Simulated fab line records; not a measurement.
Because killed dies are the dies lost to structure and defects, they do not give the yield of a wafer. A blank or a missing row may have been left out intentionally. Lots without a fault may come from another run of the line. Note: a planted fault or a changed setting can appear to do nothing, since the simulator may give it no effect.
Which tool did it? :: flow sky130 :: 13 lots with 39 wafers sampled at 3 steps, on a route of 708 steps

== WHAT THE GAUGES SHOWED, per wafer ==
SKY_VT_ADJUST_HVTP_TW_MEAS_11. Usual: VT_ADJUST_HVTP_TW 1352, standard deviation 18.
lot: L564
measured: day 6 15:27
on: film metro-02
VT_ADJUST_HVTP_TW: 1349 1347 1350
flag: 

lot: L565
measured: day 7 02:19
on: film metro-02
VT_ADJUST_HVTP_TW: 1362 1357 1349
flag: 

lot: L566
measured: day 7 06:33
on: film metro-03
VT_ADJUST_HVTP_TW: 1344 1345 1343
flag: 

lot: L567
measured: day 7 12:42
on: film metro-03
VT_ADJUST_HVTP_TW: 1339 1337 1342
flag: 

lot: L569
measured: day 7 23:30
on: film metro-02
VT_ADJUST_HVTP_TW: 1344 1353 1352
flag: 

lot: L571
measured: day 8 11:33
on: film metro-03
VT_ADJUST_HVTP_TW: 1335 1331 1329
flag: 

lot: L572
measured: day 8 19:02
on: film metro-02
VT_ADJUST_HVTP_TW: 1358 1348 1363
flag: 

lot: L573
measured: day 9 02:47
on: film metro-03
VT_ADJUST_HVTP_TW: 1336 1342 1337
flag: 

lot: L574
measured: day 9 04:36
on: film metro-03
VT_ADJUST_HVTP_TW: 1344 1335 1337
flag: 

lot: L578
measured: day 10 14:00
on: film metro-03
VT_ADJUST_HVTP_TW: 1330 1328 1327
flag: 

lot: L579
measured: day 10 19:17
on: film metro-02
VT_ADJUST_HVTP_TW: 30 30 30 30 30 30
flag: OFF

lot: L584
measured: day 11 23:19
on: film metro-04
VT_ADJUST_HVTP_TW: 1394 1384 1380
flag: 

lot: L585
measured: day 12 06:31
on: film metro-02
VT_ADJUST_HVTP_TW: 1357 1353 1359
flag: 

== WHICH TOOL RAN EACH LOT (tool, then ch and the chambers of the sampled wafers, then the start) ==
lot: L564
SKY_NWELL_STRIP_25: plasma asher-01 ch 0,1, day 5 19:26
SKY_VT_ADJUST_HVTP_STRIP_10: plasma asher-02 ch 0,1, day 6 15:20

lot: L565
SKY_NWELL_STRIP_25: plasma asher-01 ch 0,1, day 6 06:11
SKY_VT_ADJUST_HVTP_STRIP_10: plasma asher-03 ch 0,1, day 7 02:13

lot: L566
SKY_NWELL_STRIP_25: plasma asher-01 ch 0,1, day 6 10:35
SKY_VT_ADJUST_HVTP_STRIP_10: plasma asher-04 ch 0,1, day 7 06:27

lot: L567
SKY_NWELL_STRIP_25: plasma asher-04 ch 0,1, day 6 15:52
SKY_VT_ADJUST_HVTP_STRIP_10: plasma asher-03 ch 0,1, day 7 12:36

lot: L569
SKY_NWELL_STRIP_25: plasma asher-02 ch 0,1, day 7 02:53
SKY_VT_ADJUST_HVTP_STRIP_10: plasma asher-04 ch 0,1, day 7 23:24

lot: L571
SKY_NWELL_STRIP_25: plasma asher-01 ch 1, day 7 13:47
SKY_VT_ADJUST_HVTP_STRIP_10: plasma asher-04 ch 1, day 8 11:26

lot: L572
SKY_NWELL_STRIP_25: plasma asher-02 ch 0,1, day 7 20:53
SKY_VT_ADJUST_HVTP_STRIP_10: plasma asher-03 ch 0,1, day 8 18:56

lot: L573
SKY_NWELL_STRIP_25: plasma asher-02 ch 1, day 8 04:56
SKY_VT_ADJUST_HVTP_STRIP_10: plasma asher-04 ch 0,1, day 9 02:41

lot: L574
SKY_NWELL_STRIP_25: plasma asher-02 ch 0,1, day 8 06:46
SKY_VT_ADJUST_HVTP_STRIP_10: plasma asher-04 ch 0,1, day 9 04:29

lot: L578
SKY_NWELL_STRIP_25: plasma asher-01 ch 0,1, day 9 15:05
SKY_VT_ADJUST_HVTP_STRIP_10: plasma asher-03 ch 0,1, day 10 13:53

lot: L579
SKY_NWELL_STRIP_25: plasma asher-01 ch 0,1, day 9 19:53
SKY_VT_ADJUST_HVTP_STRIP_10: plasma asher-02 ch 0,1, day 10 19:11

lot: L584
SKY_NWELL_STRIP_25: plasma asher-04 ch 0,1, day 10 22:34
SKY_VT_ADJUST_HVTP_STRIP_10: plasma asher-04 ch 0,1, day 11 23:13

lot: L585
SKY_NWELL_STRIP_25: plasma asher-02 ch 0,1, day 11 06:10
SKY_VT_ADJUST_HVTP_STRIP_10: plasma asher-02 ch 0,1, day 12 06:26
- SKY_NWELL_STRIP_25: strips in O2/N2.
- SKY_VT_ADJUST_HVTP_STRIP_10: strips in O2/N2.

== WHAT THE TOOLS THEMSELVES READ (means of the sampled wafers that have a number; where no wafer has one, the mark that the record gives instead) ==
SKY_NWELL_STRIP_25. Usual: chamber pressure mTorr 1500.1 mTorr, standard deviation 1.3; drypump motor current A 5.7 A, standard deviation 0.41; oes product au 0.722 a.u., standard deviation 0.0041; strip time to endpoint s 36.93 s, standard deviation 0.096.
lot: L564
tool: plasma asher-01
chamber pressure mTorr (mTorr): 1501.0
drypump motor current A (A): 5.4
oes product au (a.u.): 0.722
strip time to endpoint s (s): 36.90
flag: 

lot: L565
tool: plasma asher-01
chamber pressure mTorr (mTorr): 1500.8
drypump motor current A (A): 5.4
oes product au (a.u.): 0.726
strip time to endpoint s (s): 36.91
flag: 

lot: L566
tool: plasma asher-01
chamber pressure mTorr (mTorr): 1500.0
drypump motor current A (A): 5.3
oes product au (a.u.): 0.724
strip time to endpoint s (s): 36.90
flag: 

lot: L567
tool: plasma asher-04
chamber pressure mTorr (mTorr): 1500.0
drypump motor current A (A): 6.3
oes product au (a.u.): 0.719
strip time to endpoint s (s): 37.12
flag: 

lot: L569
tool: plasma asher-02
chamber pressure mTorr (mTorr): 1499.4
drypump motor current A (A): 5.6
oes product au (a.u.): 0.721
strip time to endpoint s (s): 36.98
flag: 

lot: L571
tool: plasma asher-01
chamber pressure mTorr (mTorr): 1502.0
drypump motor current A (A): 5.5
oes product au (a.u.): 0.723
strip time to endpoint s (s): 36.92
flag: 

lot: L572
tool: plasma asher-02
chamber pressure mTorr (mTorr): 1499.8
drypump motor current A (A): 5.6
oes product au (a.u.): 0.722
strip time to endpoint s (s): 36.77
flag: 

lot: L573
tool: plasma asher-02
chamber pressure mTorr (mTorr): 1500.3
drypump motor current A (A): 5.6
oes product au (a.u.): 0.721
strip time to endpoint s (s): 36.81
flag: 

lot: L574
tool: plasma asher-02
chamber pressure mTorr (mTorr): 1499.6
drypump motor current A (A): 5.6
oes product au (a.u.): 0.720
strip time to endpoint s (s): 36.90
flag: 

lot: L578
tool: plasma asher-01
chamber pressure mTorr (mTorr): 1500.0
drypump motor current A (A): 5.4
oes product au (a.u.): 0.719
strip time to endpoint s (s): 36.83
flag: 

lot: L579
tool: plasma asher-01
chamber pressure mTorr (mTorr): 1510.9
drypump motor current A (A): 5.3
oes product au (a.u.): 0.849
strip time to endpoint s (s): -
flag: OFF

lot: L584
tool: plasma asher-04
chamber pressure mTorr (mTorr): 1499.6
drypump motor current A (A): 6.3
oes product au (a.u.): 0.723
strip time to endpoint s (s): 36.86
flag: 

lot: L585
tool: plasma asher-02
chamber pressure mTorr (mTorr): 1500.3
drypump motor current A (A): 5.6
oes product au (a.u.): 0.719
strip time to endpoint s (s): 37.11
flag: 

SKY_VT_ADJUST_HVTP_STRIP_10. Usual: chamber pressure mTorr 1500.1 mTorr, standard deviation 1.3; drypump motor current A 6.1 A, standard deviation 0.4; oes product au 0.715 a.u., standard deviation 0.0045; strip time to endpoint s 14.33 s, standard deviation 0.048.
lot: L564
tool: plasma asher-02
chamber pressure mTorr (mTorr): 1501.3
drypump motor current A (A): 5.6
oes product au (a.u.): 0.717
strip time to endpoint s (s): 14.35
flag: 

lot: L565
tool: plasma asher-03
chamber pressure mTorr (mTorr): 1499.7
drypump motor current A (A): 6.4
oes product au (a.u.): 0.711
strip time to endpoint s (s): 14.29
flag: 

lot: L566
tool: plasma asher-04
chamber pressure mTorr (mTorr): 1500.0
drypump motor current A (A): 6.2
oes product au (a.u.): 0.718
strip time to endpoint s (s): 14.30
flag: 

lot: L567
tool: plasma asher-03
chamber pressure mTorr (mTorr): 1499.6
drypump motor current A (A): 6.0
oes product au (a.u.): 0.715
strip time to endpoint s (s): 14.30
flag: 

lot: L569
tool: plasma asher-04
chamber pressure mTorr (mTorr): 1500.3
drypump motor current A (A): 6.2
oes product au (a.u.): 0.716
strip time to endpoint s (s): 14.32
flag: 

lot: L571
tool: plasma asher-04
chamber pressure mTorr (mTorr): 1500.9
drypump motor current A (A): 6.3
oes product au (a.u.): 0.710
strip time to endpoint s (s): 14.29
flag: 

lot: L572
tool: plasma asher-03
chamber pressure mTorr (mTorr): 1500.5
drypump motor current A (A): 6.0
oes product au (a.u.): 0.714
strip time to endpoint s (s): 14.28
flag: 

lot: L573
tool: plasma asher-04
chamber pressure mTorr (mTorr): 1500.8
drypump motor current A (A): 6.2
oes product au (a.u.): 0.716
strip time to endpoint s (s): 14.42
flag: 

lot: L574
tool: plasma asher-04
chamber pressure mTorr (mTorr): 1500.1
drypump motor current A (A): 6.2
oes product au (a.u.): 0.718
strip time to endpoint s (s): 14.29
flag: 

lot: L578
tool: plasma asher-03
chamber pressure mTorr (mTorr): 1500.2
drypump motor current A (A): 6.0
oes product au (a.u.): 0.713
strip time to endpoint s (s): 14.38
flag: 

lot: L579
tool: plasma asher-02
chamber pressure mTorr (mTorr): 1499.8
drypump motor current A (A): 5.6
oes product au (a.u.): 0.723
strip time to endpoint s (s): 50.80
flag: OFF

lot: L584
tool: plasma asher-04
chamber pressure mTorr (mTorr): 1500.6
drypump motor current A (A): 6.2
oes product au (a.u.): 0.713
strip time to endpoint s (s): 14.33
flag: 

lot: L585
tool: plasma asher-02
chamber pressure mTorr (mTorr): 1501.0
drypump motor current A (A): 5.6
oes product au (a.u.): 0.715
strip time to endpoint s (s): 14.33
flag: 

== THE ANSWER, worked out from the rows above alone ==
Rule: a lot counts as off when the mean over its wafers that have a number is more than 3 standard deviations away from the usual mean. Also off: a lot with no number at a reading for which 4 or more lots have one. Where the step has rows for the other lots, those lots are counted as sound. First the gauges in route order, then the tools' own readings, where a lot's mean is used as printed above. The first step at which some lot is off is used, and at that step the reading that is off furthest; a lot without a number counts as furthest.
Off: L579, seen at SKY_VT_ADJUST_HVTP_TW_MEAS_11 (VT_ADJUST_HVTP_TW).
A tool fits if, at a process step before that reading, it ran every lot that is off, and no sound lot after the first of them. The gauges at SKY_VT_ADJUST_HVTP_TW_MEAS_11 aren't tried: what is off there is off at SKY_NWELL_STRIP_25 too, on other tools, and a gauge's error can't cause that. One fits: SKY_NWELL_STRIP_25 on plasma asher-01. A fault onset in the window from L578 (day 9 15:05, its last sound lot) to L579 (day 9 19:53, its first lot off) fits.
The tool's own readings at SKY_NWELL_STRIP_25 bear it out: on the lots that are off they differ by more than 5 times the standard deviation of the sound lots' means. chamber pressure mTorr reads 1510.9 mTorr there against 1500.2 mTorr on the sound lots; oes product au reads 0.849 a.u. there against 0.722 a.u. on the sound lots.
Blank at SKY_NWELL_STRIP_25 on the lots that are off, where sound lots have numbers: strip time to endpoint s.

== WHAT THE SIMULATOR HAD PUT IN ==
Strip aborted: plasma asher-01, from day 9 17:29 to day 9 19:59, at SKY_NWELL_STRIP_25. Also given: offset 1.
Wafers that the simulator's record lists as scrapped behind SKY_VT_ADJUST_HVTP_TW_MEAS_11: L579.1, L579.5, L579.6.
Shown lots that were struck: L579. The same result came from the rule above.
